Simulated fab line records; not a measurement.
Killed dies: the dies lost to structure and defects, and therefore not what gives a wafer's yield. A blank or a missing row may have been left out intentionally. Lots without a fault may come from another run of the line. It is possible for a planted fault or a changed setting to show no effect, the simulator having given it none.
fab line records	flow sky130
record lots=6	wafers=18	lastDay=50
route steps=708 shown SONOS_ONO@180 GATE_OXIDE@187 PAD_OPEN@708
lots with no fault: from the same line, run without faults
startH: hours from the record's first day to the start of the lot's first wafer shown	waitH: hours since the lot's step before	" as in the row above	L1.1+2: one row covering several wafers at once	- no value present, or no start provided	* or withheld: withheld	< > ~ a bound
route shown NAME@n: names a module that has steps shown in the file, with the first one's number in the route	usual: mean/standard deviation of fault-free wafers	same: alike in all rows	chamber/n: place in a boat	sites: per-site readings	_std_site: their standard deviation	_edge_site: the outer-site mean with the inner-site mean subtracted	radiusMm: for every site, how far away it sits from the centre of the wafer	mask NAME#n: copy n	behind: the most recent tool/chamber to have shaped the wafer	hold: the reason the lot was held/the length of the hold in hours/how it ended	device: names the non-switching transistor (n, p or np)	end of line: the tests these same wafers got at the end of their route	step lacking rows: just its recipe	killed: dies lost to structure and defects at the first sort, not the wafer's yield	map: the dies of a wafer, with x for killed, . for not killed, _ for no die there
set.NAME: the setting the step ran with; set.NAME@STEP: the setting that earlier step ran with	model.NAME: the simulator's own value behind a step, which no gauge read
certain route steps with their lots: each step a table, each wafer a row
services: from which hour (startH, from the record's first day; less than 0 if before it) a tool's chamber was out of use, for how many hours, and why
## steps
# step SKY_SONOS_ONO_DEVELOP_12
# recipe developTimeS=60	devTempC=23
# step SKY_SONOS_ONO_CD_MEAS_13
# recipe targetCdNm=410
# usual cdNm=410.3/2.1
lot.wafer	tool	chamber	startH	waitH	cdNm
L678.1	cdSem-01	-	303.85	0.1	411.1
L678.4	"	-	"	"	411.7
L678.6	"	-	"	"	410.9
L677.2	cdSem-02	-	303.86	0.1	412.2
L677.3	"	-	"	"	410.7
L677.5	"	-	"	"	410.3
L689.1	cdSem-02	-	409.59	0.1	405.9
L689.2	"	-	"	"	407.9
L689.5	"	-	"	"	407.2
L690.1	cdSem-01	-	412.04	0.1	411.8
L690.2	"	-	"	"	412.4
L690.4	"	-	"	"	412.6
L695.1	cdSem-01	-	450.99	0.1	411.2
L695.2	"	-	"	"	410.6
L695.4	"	-	"	"	411.9
L697.3	cdSem-02	-	467.89	0.1	410.4
L697.4	"	-	"	"	408.8
L697.5	"	-	"	"	409.6
# step SKY_SONOS_ONO_OVL_MEAS_14
# usual SONOS_ONO_OVL=-0.7/1.4
lot.wafer	tool	chamber	startH	waitH	SONOS_ONO_OVL[nm]
L677.2	overlay-02	-	303.97	0.1	-2.3
L677.3	"	-	"	"	-1.2
L677.5	"	-	"	"	-0.8
L678.1	overlay-01	-	303.97	0.1	0.1
L678.4	"	-	"	"	0.8
L678.6	"	-	"	"	-0.5
L689.1	overlay-02	-	409.71	0.1	0.3
L689.2	"	-	"	"	-2.0
L689.5	"	-	"	"	-0.8
L690.1	overlay-01	-	412.16	0.1	-1.3
L690.2	"	-	"	"	-1.1
L690.4	"	-	"	"	-2.6
L695.1	overlay-01	-	451.11	0.1	-3.4
L695.2	"	-	"	"	-2.8
L695.4	"	-	"	"	-2.4
L697.3	overlay-01	-	467.98	0.1	-2.0
L697.4	"	-	"	"	-1.8
L697.5	"	-	"	"	-1.0
# step SKY_SONOS_ONO_ETCH_15
# recipe targetDepthNm=19.52	chemistry=CHF3/O2	sourceW=600	biasW=200	pressureMtorr=40	chf3FlowSccm=50	O2_flow_sccm=5	timeS=7.8
# usual drypumpMotorCurrentA=5.8/0.49	oesProductAu=1.000/0.0087	throttleValvePct=8.825/0.01
lot.wafer	tool	chamber	startH	waitH	drypumpMotorCurrentA	oesProductAu	rfHoursCounterH	throttleValvePct
L677.2	rieDiel-01	2	304.00	0.0	5.9	1.007	12	8.817
L677.3	"	3	"	"	4.9	0.994	102	8.836
L677.5	"	0	"	"	5.3	1.016	-	8.826
L678.1	rieDiel-03	3	304.01	0.0	5.1	1.009	74	8.817
L678.4	"	1	"	"	5.6	0.998	-	8.830
L678.6	"	3	"	"	5.1	1.004	-	8.838
L689.1	rieDiel-02	2	409.75	0.0	6.7	0.992	6	8.833
L689.2	"	0	"	"	6.1	0.995	28	8.825
L689.5	"	0	"	"	6.1	0.999	-	8.833
L690.1	rieDiel-01	0	412.20	0.0	5.4	1.000	95	8.816
L690.2	"	2	"	"	5.8	0.998	15	8.828
L690.4	"	3	"	"	5.0	1.000	105	8.810
L695.1	rieDiel-03	3	451.14	0.0	5.1	1.005	76	8.835
L695.2	"	0	"	"	5.3	1.007	2	8.830
L695.4	"	2	"	"	6.0	0.993	32	8.834
L697.3	rieDiel-02	0	468.01	0.0	6.1	1.010	29	8.828
L697.4	"	1	"	"	5.9	0.998	7	8.827
L697.5	"	1	"	"	5.9	1.005	-	8.820
# step SKY_SONOS_ONO_WET_ETCH_16
# recipe chemistry=dHF	targetDepthNm=14	dry=n2Spin	target=SiO2	dilution=100:1	tempC=25	timeS=280
# step SKY_SONOS_ONO_STRIP_17
# recipe chemistry=O2/N2	powerW=1400	pressureMtorr=1500	platenTempC=withheld	o2FlowSccm=3000	n2FlowSccm=300	overashFraction=0.5
# usual drypumpMotorCurrentA=5.6/0.59	oesProductAu=0.710/0.0047	stripTimeToEndpointS=14.10/0.045
lot.wafer	tool	chamber	startH	waitH	drypumpMotorCurrentA	oesProductAu	rfHoursCounterH	stripTimeToEndpointS
L677.2	plasmaAsher-02	0	304.11	0.0	6.4	0.705	59	14.06
L677.3	"	1	"	"	4.9	0.709	-	13.98
L677.5	"	0	"	"	6.4	0.711	-	14.07
L678.1	plasmaAsher-03	0	304.13	0.0	6.3	0.716	64	14.12
L678.4	"	0	"	"	6.3	0.707	-	14.14
L678.6	"	1	"	"	4.9	0.715	-	14.12
L689.1	plasmaAsher-02	1	409.85	0.0	4.8	0.716	71	14.15
L689.2	"	0	"	"	6.4	0.709	71	14.14
L689.5	"	1	"	"	4.9	0.713	-	14.12
L690.1	plasmaAsher-01	0	412.30	0.0	5.2	0.704	57	14.14
L690.2	"	1	"	"	5.8	0.717	57	14.13
L690.4	"	1	"	"	5.9	0.711	-	14.13
L695.1	plasmaAsher-01	1	451.25	0.0	5.8	0.707	61	14.10
L695.2	"	0	"	"	5.2	0.705	61	14.10
L695.4	"	0	"	"	5.2	0.708	-	14.09
L697.3	plasmaAsher-03	0	468.15	0.0	6.2	0.716	-	14.07
L697.4	"	1	"	"	4.9	0.709	-	14.08
L697.5	"	0	"	"	6.2	0.709	-	14.09
# step SKY_SONOS_ONO_WET_ETCH_18
# recipe chemistry=H3PO4	targetDepthNm=15	target=Si3N4	tempC=160	timeS=172
# step SKY_GATE_OXIDE_CLEAN_00
# recipe chemistry=SC1/SC2	mix=1:4:20	tempC=70	timeS=150	dry=n2Spin
# step SKY_GATE_OXIDE_OXIDATION_01
# recipe tempC=900	ambient=O2	stabiliseS=600	purgeS=300	targetThkA=102.68	oxTimeS=1473
# step SKY_GATE_OXIDE_THK_MEAS_02
# recipe reads=SiO2_of_GATE_OXIDE_OXIDATION_01
# usual GATE_OXIDE_OXIDATION_00_THK=10.27/0.17
lot.wafer	tool	chamber	startH	waitH	GATE_OXIDE_OXIDATION_00_THK[nm]
L678.1	filmMetro-01	-	306.34	0.0	10.39
L678.4	"	-	"	"	10.32
L678.6	"	-	"	"	10.32
L677.2	filmMetro-03	-	306.35	0.0	10.54
L677.3	"	-	"	"	10.53
L677.5	"	-	"	"	10.50
L689.1	filmMetro-03	-	411.73	0.0	10.34
L689.2	"	-	"	"	10.49
L689.5	"	-	"	"	10.31
L690.1	filmMetro-03	-	414.39	0.0	10.25
L690.2	"	-	"	"	10.21
L690.4	"	-	"	"	10.08
L695.1	filmMetro-01	-	454.23	0.0	10.24
L695.2	"	-	"	"	10.07
L695.4	"	-	"	"	10.14
L697.3	filmMetro-03	-	469.75	0.0	10.36
L697.4	"	-	"	"	10.43
L697.5	"	-	"	"	10.25
# step SKY_GATE_OXIDE_DEHYDRATE_03
# recipe tempC=200	timeS=60
# step SKY_GATE_OXIDE_HMDS_04
# recipe primeTimeS=60	primeTempC=120
# step SKY_GATE_OXIDE_COAT_05
# recipe resist=NOVOLAK	spinRpm=3000	resistThkNm=1140
# usual resistLineTempC=23.00/0.11
lot.wafer	tool	chamber	startH	waitH	resistLineTempC	model.NOVOLAK_of_GATE_OXIDE_COAT_05.thkNm
L678.1	lithoTrack-03	0	318.40	0.1	22.99	1143
L678.4	"	0	"	"	22.77	1141
L678.6	"	0	"	"	22.89	1143
L677.2	lithoTrack-01	0	318.55	0.1	22.93	1143
L677.3	"	0	"	"	22.69	1144
L677.5	"	0	"	"	23.00	1143
L689.1	lithoTrack-03	0	426.60	0.1	23.00	327.8
L689.2	"	0	"	"	22.98	329.4
L689.5	"	0	"	"	22.94	328.8
L690.1	lithoTrack-03	0	429.10	0.1	22.77	330.1
L690.2	"	0	"	"	22.87	329
L690.4	"	0	"	"	22.79	329.3
L695.1	lithoTrack-01	0	469.03	0.1	23.11	1141
L695.2	"	0	"	"	23.06	1147
L695.4	"	0	"	"	23.13	1143
L697.3	lithoTrack-03	0	484.95	0.1	23.05	1136
L697.4	"	0	"	"	22.92	1139
L697.5	"	0	"	"	23.08	1140
# step SKY_GATE_OXIDE_SOFTBAKE_06
# recipe tempC=90	timeS=60	resist=NOVOLAK
# step SKY_GATE_OXIDE_EXPOSE_07
# recipe maskId=LVOM	na=0.6	sourceShape=conventional	sigmaOuter=0.6	polarization=unpolarized	targetCdNm=600	doseMj=170
# step SKY_GATE_OXIDE_PEB_08
# recipe tempC=withheld	timeS=*	resist=NOVOLAK
# step SKY_GATE_OXIDE_DEVELOP_09
# recipe resist=NOVOLAK	developer=TMAH	developTimeS=60	devTempC=23
# usual resistLineTempC=22.99/0.11
lot.wafer	tool	chamber	startH	waitH	resistLineTempC	model.NOVOLAK_of_GATE_OXIDE_COAT_05.thkNm
L678.1	lithoTrack-04	0	330.74	0.1	22.86	1143
L678.4	"	0	"	"	23.01	1141
L678.6	"	0	"	"	22.90	1143
L677.2	lithoTrack-01	0	330.90	0.1	22.69	1143
L677.3	"	0	"	"	22.86	1144
L677.5	"	0	"	"	22.88	1142
L689.1	lithoTrack-04	0	442.09	0.1	23.08	327.4
L689.2	"	0	"	"	23.06	329
L689.5	"	0	"	"	23.03	328.4
L690.1	lithoTrack-01	0	444.68	0.1	23.07	329.7
L690.2	"	0	"	"	23.21	328.5
L690.4	"	0	"	"	23.12	328.8
L695.1	lithoTrack-04	0	484.19	0.1	22.76	1140
L695.2	"	0	"	"	23.05	1147
L695.4	"	0	"	"	22.97	1143
L697.3	lithoTrack-01	0	499.93	0.1	23.08	1136
L697.4	"	0	"	"	23.06	1139
L697.5	"	0	"	"	22.99	1139
# step SKY_GATE_OXIDE_OVL_MEAS_10
# usual GATE_OXIDE_OVL=0.6/1.3
lot.wafer	tool	chamber	startH	waitH	GATE_OXIDE_OVL[nm]
L678.1	overlay-01	-	330.89	0.1	-1.3
L678.4	"	-	"	"	-0.4
L678.6	"	-	"	"	0.4
L677.2	overlay-02	-	331.03	0.1	0.1
L677.3	"	-	"	"	-0.3
L677.5	"	-	"	"	0.4
L689.1	overlay-02	-	442.24	0.1	-1.8
L689.2	"	-	"	"	-0.5
L689.5	"	-	"	"	0.3
L690.1	overlay-01	-	444.83	0.1	0.7
L690.2	"	-	"	"	1.6
L690.4	"	-	"	"	2.2
L695.1	overlay-01	-	484.34	0.1	-0.7
L695.2	"	-	"	"	1.1
L695.4	"	-	"	"	1.7
L697.3	overlay-01	-	500.04	0.1	0.5
L697.4	"	-	"	"	-1.2
L697.5	"	-	"	"	-0.3
# step SKY_GATE_OXIDE_IMPLANT_11
# recipe species=B	energyKev=10	doseCm2=2.6e+12	tiltDeg=withheld
# step SKY_GATE_OXIDE_WET_ETCH_12
# recipe chemistry=dHF	targetDepthNm=16.8	dry=n2Spin	target=SiO2	dilution=100:1	tempC=25	timeS=336
# step SKY_GATE_OXIDE_STRIP_13
# recipe chemistry=O2/N2	powerW=1400	pressureMtorr=1500	platenTempC=withheld	o2FlowSccm=3000	n2FlowSccm=300	overashFraction=0.5
# usual drypumpMotorCurrentA=5.6/0.47	oesProductAu=0.716/0.0047	stripTimeToEndpointS=14.20/0.039
lot.wafer	tool	chamber	startH	waitH	drypumpMotorCurrentA	oesProductAu	rfHoursCounterH	stripTimeToEndpointS
L678.1	plasmaAsher-03	0	331.19	0.0	6.2	0.707	66	14.22
L678.4	"	0	"	"	6.3	0.720	-	14.21
L678.6	"	1	"	"	4.9	0.712	-	14.21
L677.2	plasmaAsher-04	1	331.32	0.0	5.8	0.713	21	14.21
L677.3	"	0	"	"	5.6	0.714	-	14.24
L677.5	"	1	"	"	5.8	0.717	-	14.22
L689.1	plasmaAsher-04	0	442.65	0.0	5.5	0.425	32	4.49
L689.2	"	1	"	"	5.8	0.430	32	4.49
L689.5	"	1	"	"	5.8	0.418	-	4.50
L690.1	plasmaAsher-03	1	445.11	0.0	4.9	0.419	1	4.53
L690.2	"	0	"	"	6.3	0.426	1	4.51
L690.4	"	1	"	"	4.9	0.429	-	4.50
L695.1	plasmaAsher-03	1	484.63	0.0	4.9	0.710	5	14.18
L695.2	"	0	"	"	6.3	0.717	5	14.26
L695.4	"	0	"	"	6.3	0.722	-	14.22
L697.3	plasmaAsher-01	0	500.35	0.0	5.2	0.715	-	14.13
L697.4	"	1	"	"	5.9	0.717	-	14.17
L697.5	"	1	"	"	5.8	0.720	-	14.16
# step SKY_GATE_OXIDE_TW_MEAS_14
# usual GATE_OXIDE_TW=223.8/1.5
lot.wafer	tool	chamber	startH	waitH	GATE_OXIDE_TW
L678.1	filmMetro-01	-	331.29	0.1	221.6
L678.4	"	-	"	"	222.4
L678.6	"	-	"	"	224.0
L677.2	filmMetro-02	-	331.43	0.1	224.9
L677.3	"	-	"	"	226.1
L677.5	"	-	"	"	227.4
L689.1	filmMetro-02	-	442.75	0.1	225.5
L689.2	"	-	"	"	225.9
L689.5	"	-	"	"	224.7
L690.1	filmMetro-01	-	445.21	0.1	223.3
L690.2	"	-	"	"	222.6
L690.4	"	-	"	"	224.9
L695.1	filmMetro-02	-	484.73	0.1	224.6
L695.2	"	-	"	"	225.4
L695.4	"	-	"	"	227.0
L697.3	filmMetro-02	-	500.43	0.1	225.0
L697.4	"	-	"	"	226.0
L697.5	"	-	"	"	224.9
# step SKY_PAD_OPEN_PROBE_99
# usual killed_at_M0_to_M3=43/6.8	killed_at_M4_up=3.2/1.8	killedAtContacts=24/5.2	killedAtFrontEnd=15/4.2	killedAtOther=0.4/0.62	killedDies=85/8.7	killedOpen=46/6.7	killedShort=39/5.9
# same grossDies=492	killedAtBackSide=0
lot.wafer	tool	chamber	startH	waitH	killed_at_M0_to_M3	killed_at_M4_up	killedAtContacts	killedAtFrontEnd	killedAtOther	killedDies	killedOpen	killedShort
L678.1	prober-02	-	1091.49	0.1	46	9	16	20	1	92	45	47
L678.4	prober-02	-	1091.64	0.2	26	5	26	12	1	70	34	36
L678.6	prober-02	-	1091.74	0.2	52	7	26	18	0	103	48	55
L689.1	prober-01	-	1162.77	0.1	43	4	19	12	0	78	45	33
L689.2	prober-01	-	1162.82	0.1	52	4	20	14	0	90	45	45
L689.5	prober-01	-	1162.97	0.2	43	1	18	18	0	80	48	32
# killed by level:class
L678.1 VIA3:geometricParticle:open=8 VIA1:geometricParticle:short=7 CONTACT:geometricParticle:open=7 VIA1:geometricParticle:open=7 METAL4:geometricParticle:short=7 POLY_GATE:geometricParticle:open=6 METAL1:geometricParticle:short=6 FIELD_ISO:geometricParticle:open=5
L678.4 CONTACT:geometricParticle:short=9 CONTACT:geometricParticle:open=6 FIELD_ISO:geometricParticle:open=4 FIELD_ISO:geometricParticle:short=4 VIA1:geometricParticle:open=4 LI_CONTACT:geometricParticle:open=4 VIA2:geometricParticle:open=4 LI_CONTACT:geometricParticle:short=3
L678.6 METAL2:geometricParticle:short=11 CONTACT:geometricParticle:open=10 VIA1:geometricParticle:open=8 VIA2:geometricParticle:open=7 VIA3:geometricParticle:open=7 CONTACT:geometricParticle:short=6 VIA1:geometricParticle:short=6 METAL4:geometricParticle:short=6
L689.1 VIA1:geometricParticle:open=10 CONTACT:geometricParticle:short=8 VIA3:geometricParticle:open=8 CONTACT:geometricParticle:open=7 METAL2:geometricParticle:short=6 VIA2:geometricParticle:open=5 VIA1:geometricParticle:short=4 FIELD_ISO:geometricParticle:short=3
L689.2 METAL2:geometricParticle:short=11 VIA1:geometricParticle:short=10 VIA1:geometricParticle:open=10 LI_CONTACT:geometricParticle:open=6 FIELD_ISO:geometricParticle:open=5 CONTACT:geometricParticle:open=5 METAL1:geometricParticle:short=4 METAL2:geometricParticle:open=4
L689.5 VIA1:geometricParticle:open=9 VIA3:geometricParticle:open=8 LI_CONTACT:geometricParticle:open=8 CONTACT:geometricParticle:open=6 VIA3:geometricParticle:short=5 FIELD_ISO:geometricParticle:open=4 VIA2:geometricParticle:short=4 FIELD_ISO:geometricParticle:short=3
## services
tool	chamber	startH	hours	kind
plasmaAsher-01	-	284.15	28.1	pm
rieDiel-03	-	286.21	14.6	pm
rieDiel-03	0	302.67	-	clean
rieDiel-03	-	307.00	1.7	repair
rieDiel-03	3	307.06	9.5	repair
plasmaAsher-04	-	309.93	2.8	pm
rieDiel-03	2	322.48	11.3	repair
rieDiel-03	-	328.23	0.8	repair
plasmaAsher-02	-	337.13	1.2	repair
plasmaAsher-01	-	359.54	2.6	repair
plasmaAsher-01	-	366.70	0.4	repair
rieDiel-03	1	373.79	9.5	repair
rieDiel-01	0	391.64	1.3	repair
plasmaAsher-01	-	407.28	2.8	pm
rieDiel-02	2	412.46	8.1	repair
plasmaAsher-03	-	421.28	9.0	pm
plasmaAsher-03	0	421.28	9.0	ventCycle
plasmaAsher-03	1	421.28	9.0	ventCycle
plasmaAsher-03	0	430.28	-	clean
plasmaAsher-03	1	430.28	-	clean
rieDiel-02	3	436.49	1.3	repair
rieDiel-02	2	452.76	2.2	repair
plasmaAsher-03	-	489.02	14.6	pm
rieDiel-01	-	499.71	2.8	pm
## key
firstSign step=SKY_GATE_OXIDE_STRIP_13	reading=stripTimeToEndpointS	direction=down	sigmas=99+	usual=*	struck=*
effect step=SKY_GATE_OXIDE_STRIP_13	reading=oesProductAu	direction=down	sigmas=62	usual=0.716	struck=0.424
modelEffect step=SKY_GATE_OXIDE_COAT_05	value=NOVOLAK_of_GATE_OXIDE_COAT_05.thkNm	without=1140	struck=329.1
modelEffect step=SKY_GATE_OXIDE_DEVELOP_09	value=NOVOLAK_of_GATE_OXIDE_COAT_05.thkNm	without=1139	struck=328.7
metAt SKY_GATE_OXIDE_COAT_05
struckWafers L689.1,L689.2,L689.5,L690.1,L690.2,L690.4
testerLeftOut L689,L690
onsetBetween 318.40 426.60
fault kind=processParameterDrift	tool=lithoTrack-03	chamber=-	onsetH=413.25	steps=SKY_GATE_OXIDE_COAT_05	channel=resistThkNm	offset=-810.88	shape=step	endH=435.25	actsIn=theseRecipesOnly	stated=1140
# testerLeftOut: of these lots the tester's yield and bins aren't shown, on N5 and GAA mostly nor the transistor test; their killed dies are dies lost to structure and defects alone, not to doping, threshold or leakage, so they don't give the yield
